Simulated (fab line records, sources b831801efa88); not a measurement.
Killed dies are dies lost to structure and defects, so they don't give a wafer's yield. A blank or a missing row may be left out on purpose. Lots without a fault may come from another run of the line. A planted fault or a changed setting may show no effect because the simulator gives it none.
Which tool did it? | flow gf180mcu | 10 lots, 30 wafers sampled, at 2 steps of a route of 602

WHAT THE GAUGES READ, wafer by wafer
GF_M1_CD_MEAS_14: target cd 230 nm. Usual: cd_nm 229.7 nm, standard deviation 1.4.
lot  | measured     | on        | cd_nm (nm)        | flag
L473 | day 17 09:31 | cd_sem-02 | 227.3 225.9 226.2 |
L476 | day 18 18:10 | cd_sem-01 | 230.4 230.9 231.1 |
L477 | day 19 00:04 | cd_sem-01 | 229.8 228.9 230.0 |
L478 | day 19 05:31 | cd_sem-01 | 231.6 230.0 230.6 |
L482 | day 20 23:07 | cd_sem-02 | 229.3 228.3 228.2 |
L486 | day 22 09:38 | cd_sem-02 | 231.0 231.2 230.7 |
L488 | day 23 03:19 | cd_sem-02 | 231.4 229.2 230.7 |
L490 | day 23 10:46 | cd_sem-01 | 231.1 230.1 230.5 |
L493 | day 24 07:55 | cd_sem-02 | 230.7 230.8 230.1 |
L494 | day 24 19:12 | cd_sem-01 | 229.7 227.8 228.1 |

WHICH TOOL RAN EACH LOT (tool, then ch and the chambers of the sampled wafers, then the start)
lot  | GF_M1_SPUTTER_04
L473 | pvd_sputter-01, day 16 10:03
L476 | pvd_sputter-02, day 17 19:30
L477 | pvd_sputter-02, day 18 01:57
L478 | pvd_sputter-03, day 18 06:14
L482 | pvd_sputter-03, day 19 23:15
L486 | pvd_sputter-03, day 21 10:16
L488 | pvd_sputter-03, day 22 04:09
L490 | pvd_sputter-02, day 22 12:02
L493 | pvd_sputter-03, day 23 10:19
L494 | pvd_sputter-02, day 23 21:49
- GF_M1_SPUTTER_04: material TiN, target thk 50 nm, time 41.7 s.

WHAT THE TOOLS THEMSELVES READ (means of the sampled wafers that have a number; where no wafer has one, the mark that the record gives instead)
GF_M1_SPUTTER_04. Usual: throttle_valve_pct 29.9 %, standard deviation 1.2.
lot  | tool           | throttle_valve_pct (%) | flag
L473 | pvd_sputter-01 | 31.2                   |
L476 | pvd_sputter-02 | 29.5                   |
L477 | pvd_sputter-02 | 29.0                   |
L478 | pvd_sputter-03 | 29.6                   |
L482 | pvd_sputter-03 | 29.3                   |
L486 | pvd_sputter-03 | 29.6                   |
L488 | pvd_sputter-03 | 29.3                   |
L490 | pvd_sputter-02 | 29.6                   |
L493 | pvd_sputter-03 | 28.3                   |
L494 | pvd_sputter-02 | 29.2                   |

THE ANSWER, worked out from the rows above alone
Rule: a lot is off if the mean of its wafers that have a number lies more than 3 standard deviations from the usual mean. A lot without any number at a reading at which 4 lots or more have one is off too. The other lots that the step has rows for count as sound. The gauges are gone through in route order, then the tools' own readings, and for those a lot's mean is taken as printed above. The first step at which some lot is off is used, and at that step the reading that is off furthest; a lot without a number counts as furthest.
No lot is off at any reading shown: from this, nothing can be told.

WHAT THE SIMULATOR HAD PUT IN
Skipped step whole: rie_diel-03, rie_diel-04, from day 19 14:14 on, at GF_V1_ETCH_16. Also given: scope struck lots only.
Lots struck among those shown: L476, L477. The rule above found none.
